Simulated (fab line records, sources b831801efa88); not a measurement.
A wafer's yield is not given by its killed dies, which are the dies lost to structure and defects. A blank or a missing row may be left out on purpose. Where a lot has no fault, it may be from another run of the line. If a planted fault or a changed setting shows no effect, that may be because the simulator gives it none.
Which of the tools did it? / flow sky130 / 39 wafers from 13 lots sampled at 5 of the route's 708 steps

## WHAT THE GAUGES SHOWED, per wafer
Not one reading of a measure or inspect step in the record can be checked against a usual standard deviation.

## TOOL THAT RAN EACH LOT (tool first, then ch and the chambers of the sampled wafers, then the start)
lot=L179; SKY_POLY_GATE_ETCH_16=rie diel-02 ch 0,1,3, day 16 21:34; SKY_CAPM_SPUTTER_02=pvd sputter-01, day 36 21:57; SKY_VIA3_STRIP_16=plasma asher-03 ch 0,1, day 40 05:27; SKY_METAL5_SPUTTER_01=pvd sputter-03, day 43 09:32; SKY_PAD_OPEN_PROBE_99=-
lot=L181; SKY_POLY_GATE_ETCH_16=rie diel-03 ch 0,1, day 17 10:38; SKY_CAPM_SPUTTER_02=pvd sputter-04, day 37 02:31; SKY_VIA3_STRIP_16=plasma asher-03 ch 0,1, day 40 10:27; SKY_METAL5_SPUTTER_01=pvd sputter-01, day 43 14:44; SKY_PAD_OPEN_PROBE_99=-
lot=L182; SKY_POLY_GATE_ETCH_16=rie diel-02 ch 0,1, day 17 23:39; SKY_CAPM_SPUTTER_02=pvd sputter-02, day 37 21:27; SKY_VIA3_STRIP_16=plasma asher-04 ch 0,1, day 41 01:59; SKY_METAL5_SPUTTER_01=pvd sputter-03, day 44 04:14; SKY_PAD_OPEN_PROBE_99=-
lot=L183; SKY_POLY_GATE_ETCH_16=rie diel-03 ch 2,3, day 18 03:58; SKY_CAPM_SPUTTER_02=pvd sputter-02, day 37 22:38; SKY_VIA3_STRIP_16=plasma asher-03 ch 0,1, day 41 04:22; SKY_METAL5_SPUTTER_01=pvd sputter-04, day 44 06:24; SKY_PAD_OPEN_PROBE_99=-
lot=L184; SKY_POLY_GATE_ETCH_16=rie diel-02 ch 0,2, day 18 07:59; SKY_CAPM_SPUTTER_02=pvd sputter-01, day 38 03:27; SKY_VIA3_STRIP_16=plasma asher-01 ch 0,1, day 41 08:36; SKY_METAL5_SPUTTER_01=pvd sputter-03, day 44 11:53; SKY_PAD_OPEN_PROBE_99=-
lot=L189; SKY_POLY_GATE_ETCH_16=rie diel-02 ch 1,3, day 20 06:55; SKY_CAPM_SPUTTER_02=pvd sputter-02, day 39 18:38; SKY_VIA3_STRIP_16=plasma asher-01 ch 0,1, day 42 21:24; SKY_METAL5_SPUTTER_01=pvd sputter-04, day 45 20:55; SKY_PAD_OPEN_PROBE_99=-
lot=L190; SKY_POLY_GATE_ETCH_16=rie diel-02 ch 1,2,3, day 20 22:38; SKY_CAPM_SPUTTER_02=pvd sputter-01, day 40 05:32; SKY_VIA3_STRIP_16=plasma asher-03 ch 0,1, day 43 07:34; SKY_METAL5_SPUTTER_01=pvd sputter-01, day 46 04:59; SKY_PAD_OPEN_PROBE_99=prober-02, day 48 18:46
lot=L192; SKY_POLY_GATE_ETCH_16=rie diel-02 ch 1,2, day 21 16:40; SKY_CAPM_SPUTTER_02=pvd sputter-02, day 40 18:08; SKY_VIA3_STRIP_16=plasma asher-01 ch 0,1, day 43 19:24; SKY_METAL5_SPUTTER_01=pvd sputter-01, day 46 20:02; SKY_PAD_OPEN_PROBE_99=prober-02, day 49 07:02
lot=L194; SKY_POLY_GATE_ETCH_16=rie diel-04 ch 0,1,3, day 22 22:52; SKY_CAPM_SPUTTER_02=pvd sputter-04, day 41 18:10; SKY_VIA3_STRIP_16=plasma asher-04 ch 0,1, day 44 16:36; SKY_METAL5_SPUTTER_01=pvd sputter-03, day 47 11:52; SKY_PAD_OPEN_PROBE_99=-
lot=L196; SKY_POLY_GATE_ETCH_16=rie diel-04 ch 0,1, day 23 08:25; SKY_CAPM_SPUTTER_02=pvd sputter-01, day 42 00:08; SKY_VIA3_STRIP_16=plasma asher-01 ch 0,1, day 44 23:20; SKY_METAL5_SPUTTER_01=pvd sputter-03, day 47 19:40; SKY_PAD_OPEN_PROBE_99=-
lot=L197; SKY_POLY_GATE_ETCH_16=rie diel-03 ch 1,3, day 23 14:34; SKY_CAPM_SPUTTER_02=pvd sputter-04, day 42 18:16; SKY_VIA3_STRIP_16=plasma asher-01 ch 0,1, day 45 15:28; SKY_METAL5_SPUTTER_01=pvd sputter-04, day 48 09:37; SKY_PAD_OPEN_PROBE_99=-
lot=L199; SKY_POLY_GATE_ETCH_16=rie diel-03 ch 1,2,3, day 24 11:25; SKY_CAPM_SPUTTER_02=pvd sputter-01, day 42 22:26; SKY_VIA3_STRIP_16=plasma asher-03 ch 0, day 45 19:27; SKY_METAL5_SPUTTER_01=pvd sputter-01, day 48 12:49; SKY_PAD_OPEN_PROBE_99=-
lot=L201; SKY_POLY_GATE_ETCH_16=rie diel-02 ch 0,1,2, day 24 16:49; SKY_CAPM_SPUTTER_02=pvd sputter-01, day 43 02:34; SKY_VIA3_STRIP_16=plasma asher-04 ch 0,1, day 45 23:14; SKY_METAL5_SPUTTER_01=pvd sputter-04, day 48 13:38; SKY_PAD_OPEN_PROBE_99=-
- SKY_POLY_GATE_ETCH_16: etches Si3N4 in CH3F/O2, stops on poly-Si, time 147.5 s, target depth 75 nm.
- SKY_CAPM_SPUTTER_02: material TiN, target thk 200 nm, time 166.7 s.
- SKY_VIA3_STRIP_16: strips in O2/N2.
- SKY_METAL5_SPUTTER_01: material TiN, target thk 20 nm, time 16.7 s.
- SKY_PAD_OPEN_PROBE_99

## AS READ BY THE TOOLS THEMSELVES (means over the sampled wafers that have a number; for cases with no such wafer, the mark the record gives instead)
SKY_POLY_GATE_ETCH_16.
lot=L179; tool=rie diel-02; drypump motor current A (A)=5.9; oes product au (a.u.)=0.640; throttle valve pct (%)=10.543
lot=L181; tool=rie diel-03; drypump motor current A (A)=5.4; oes product au (a.u.)=0.643; throttle valve pct (%)=10.542
lot=L182; tool=rie diel-02; drypump motor current A (A)=5.9; oes product au (a.u.)=0.648; throttle valve pct (%)=10.525
lot=L183; tool=rie diel-03; drypump motor current A (A)=6.0; oes product au (a.u.)=0.644; throttle valve pct (%)=10.529
lot=L184; tool=rie diel-02; drypump motor current A (A)=5.9; oes product au (a.u.)=0.636; throttle valve pct (%)=10.533
lot=L189; tool=rie diel-02; drypump motor current A (A)=6.0; oes product au (a.u.)=0.640; throttle valve pct (%)=10.536
lot=L190; tool=rie diel-02; drypump motor current A (A)=6.0; oes product au (a.u.)=0.640; throttle valve pct (%)=10.533
lot=L192; tool=rie diel-02; drypump motor current A (A)=6.0; oes product au (a.u.)=0.642; throttle valve pct (%)=10.531
lot=L194; tool=rie diel-04; drypump motor current A (A)=5.4; oes product au (a.u.)=0.641; throttle valve pct (%)=10.540
lot=L196; tool=rie diel-04; drypump motor current A (A)=5.4; oes product au (a.u.)=0.641; throttle valve pct (%)=10.534
lot=L197; tool=rie diel-03; drypump motor current A (A)=5.7; oes product au (a.u.)=0.642; throttle valve pct (%)=10.540
lot=L199; tool=rie diel-03; drypump motor current A (A)=5.6; oes product au (a.u.)=0.641; throttle valve pct (%)=10.531
lot=L201; tool=rie diel-02; drypump motor current A (A)=5.9; oes product au (a.u.)=0.641; throttle valve pct (%)=10.539

SKY_CAPM_SPUTTER_02.
lot=L179; tool=pvd sputter-01; throttle valve pct (%)=28.6
lot=L181; tool=pvd sputter-04; throttle valve pct (%)=30.8
lot=L182; tool=pvd sputter-02; throttle valve pct (%)=29.9
lot=L183; tool=pvd sputter-02; throttle valve pct (%)=30.3
lot=L184; tool=pvd sputter-01; throttle valve pct (%)=28.9
lot=L189; tool=pvd sputter-02; throttle valve pct (%)=30.1
lot=L190; tool=pvd sputter-01; throttle valve pct (%)=29.6
lot=L192; tool=pvd sputter-02; throttle valve pct (%)=30.3
lot=L194; tool=pvd sputter-04; throttle valve pct (%)=31.6
lot=L196; tool=pvd sputter-01; throttle valve pct (%)=29.6
lot=L197; tool=pvd sputter-04; throttle valve pct (%)=29.6
lot=L199; tool=pvd sputter-01; throttle valve pct (%)=29.9
lot=L201; tool=pvd sputter-01; throttle valve pct (%)=29.5

SKY_VIA3_STRIP_16.
lot=L179; tool=plasma asher-03; drypump motor current A (A)=5.9; oes product au (a.u.)=0.403; strip time to endpoint s (s)=4.141
lot=L181; tool=plasma asher-03; drypump motor current A (A)=5.9; oes product au (a.u.)=0.397; strip time to endpoint s (s)=4.108
lot=L182; tool=plasma asher-04; drypump motor current A (A)=5.8; oes product au (a.u.)=0.401; strip time to endpoint s (s)=4.154
lot=L183; tool=plasma asher-03; drypump motor current A (A)=5.9; oes product au (a.u.)=0.402; strip time to endpoint s (s)=4.103
lot=L184; tool=plasma asher-01; drypump motor current A (A)=5.3; oes product au (a.u.)=0.403; strip time to endpoint s (s)=4.140
lot=L189; tool=plasma asher-01; drypump motor current A (A)=5.8; oes product au (a.u.)=0.405; strip time to endpoint s (s)=4.123
lot=L190; tool=plasma asher-03; drypump motor current A (A)=5.6; oes product au (a.u.)=0.396; strip time to endpoint s (s)=4.116
lot=L192; tool=plasma asher-01; drypump motor current A (A)=5.8; oes product au (a.u.)=0.405; strip time to endpoint s (s)=4.126
lot=L194; tool=plasma asher-04; drypump motor current A (A)=5.8; oes product au (a.u.)=0.399; strip time to endpoint s (s)=4.091
lot=L196; tool=plasma asher-01; drypump motor current A (A)=5.3; oes product au (a.u.)=0.404; strip time to endpoint s (s)=4.126
lot=L197; tool=plasma asher-01; drypump motor current A (A)=5.3; oes product au (a.u.)=0.397; strip time to endpoint s (s)=4.129
lot=L199; tool=plasma asher-03; drypump motor current A (A)=6.2; oes product au (a.u.)=0.401; strip time to endpoint s (s)=4.129
lot=L201; tool=plasma asher-04; drypump motor current A (A)=5.6; oes product au (a.u.)=0.402; strip time to endpoint s (s)=4.144

SKY_METAL5_SPUTTER_01.
lot=L179; tool=pvd sputter-03; throttle valve pct (%)=30.7
lot=L181; tool=pvd sputter-01; throttle valve pct (%)=29.2
lot=L182; tool=pvd sputter-03; throttle valve pct (%)=29.1
lot=L183; tool=pvd sputter-04; throttle valve pct (%)=30.3
lot=L184; tool=pvd sputter-03; throttle valve pct (%)=31.5
lot=L189; tool=pvd sputter-04; throttle valve pct (%)=29.0
lot=L190; tool=pvd sputter-01; throttle valve pct (%)=29.5
lot=L192; tool=pvd sputter-01; throttle valve pct (%)=29.6
lot=L194; tool=pvd sputter-03; throttle valve pct (%)=30.1
lot=L196; tool=pvd sputter-03; throttle valve pct (%)=31.1
lot=L197; tool=pvd sputter-04; throttle valve pct (%)=29.8
lot=L199; tool=pvd sputter-01; throttle valve pct (%)=28.6
lot=L201; tool=pvd sputter-04; throttle valve pct (%)=29.0

SKY_PAD_OPEN_PROBE_99.
lot=L190; tool=prober-02; killed_at_M0_to_M3=40; killed_at_M4_up=1.3; killed at contacts=27; killed at front end=26; killed at other=0.0; killed dies=95; killed open=41; killed short=39
lot=L192; tool=prober-02; killed_at_M0_to_M3=38; killed_at_M4_up=1.7; killed at contacts=21; killed at front end=44; killed at other=0.3; killed dies=105; killed open=42; killed short=35

## THE ANSWER, worked out from the rows above alone
Rule: the lots themselves supply what counts as usual. Put in order of their means at a reading, lots are off if they are a third of the lots or fewer, leave a main group of 4 or more, and stand apart from it by a gap of 3 or more times the standard deviation of the main group's means; of several such gaps the widest counts. A main group is skipped when, at the precision printed for the reading in the tables above, its means are all equal. A lot without any number at a reading at which 4 lots or more have one is off too. The other lots that the step has rows for count as sound. Order of review: gauges by route order, followed by the tools' own readings, for which a lot's mean as printed above is used. The first step at which some lot is off is used, and at that step the reading that is off furthest; a lot without a number counts as furthest.
None of the lots is off at any reading shown; this tells nothing.

## WHAT THE SIMULATOR HAD PUT IN
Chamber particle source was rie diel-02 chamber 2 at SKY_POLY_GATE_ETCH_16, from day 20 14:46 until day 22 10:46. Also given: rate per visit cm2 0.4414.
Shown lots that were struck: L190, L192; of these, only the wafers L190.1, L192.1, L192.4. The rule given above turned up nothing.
